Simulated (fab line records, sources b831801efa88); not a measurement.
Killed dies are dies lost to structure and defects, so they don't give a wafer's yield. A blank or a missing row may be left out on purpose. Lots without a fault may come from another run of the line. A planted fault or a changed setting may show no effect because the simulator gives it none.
Chamber matching | flow gf180mcu | GF_V1_CMP_04 on cmp-02: 4 sister chambers
The step polishes SiO2. 8 wafers are shown with their chamber, then 9 later ones without.

WAFERS WITH THEIR CHAMBER
wafer  | chamber | motor_current_A (A) | time_to_endpoint_s (s)
L122.6 | 0       | 14.0                | 84
L123.6 | 0       | 14.6                | 88
L124.2 | 1       | 11.1                | 83
L124.5 | 3       | 11.1                | 87
L124.6 | 2       | 13.0                | 86
L125.1 | 2       | 12.5                | 80
L125.3 | 1       | 11.3                | 81
L125.4 | 3       | 10.5                | 86

WAFERS WITHOUT THEIR CHAMBER
wafer  | motor_current_A (A) | time_to_endpoint_s (s)
L135.3 | 13.1                | 69
L135.5 | 12.5                | 74
L135.6 | 10.4                | 72
L136.1 | 10.7                | 80
L136.2 | 14.6                | 75
L136.6 | 10.4                | 81
L138.2 | 11.2                | 70
L138.3 | 13.2                | 79
L138.4 | 12.6                | 74

WHICH CHAMBER EACH WENT THROUGH
wafer  | from the rows above          | in truth
L135.3 | can't be placed: 2 or 0 or 1 | 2
L135.5 | can't be placed: 2 or 1      | 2
L135.6 | can't be placed: 1 or 3      | 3
L136.1 | can't be placed: 1 or 3      | 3
L136.2 | can't be placed: 0 or 2      | 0
L136.6 | can't be placed: 1 or 3      | 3
L138.2 | can't be placed: 1 or 3      | 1
L138.3 | 2                            | 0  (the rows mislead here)
L138.4 | can't be placed: 2 or 1      | 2
Placed correctly: 0 of 9. Can't be placed from these rows: 8 (the true chamber is among the candidates in 8). Placed wrongly: 1.
How it was worked out, from the rows above alone: a wafer's distance from a chamber is the root of the sum, over the readings, of the square of ((its reading less the chamber's mean) divided by the reading's scatter). The wafer belongs to the nearest chamber; if the next one is less than 2 further off, it can't be placed. A chamber's mean is the mean of its shown wafers. The scatter: the root of (the sum of the squares of (reading less its chamber's mean) over the shown wafers, divided by (wafers less chambers)).
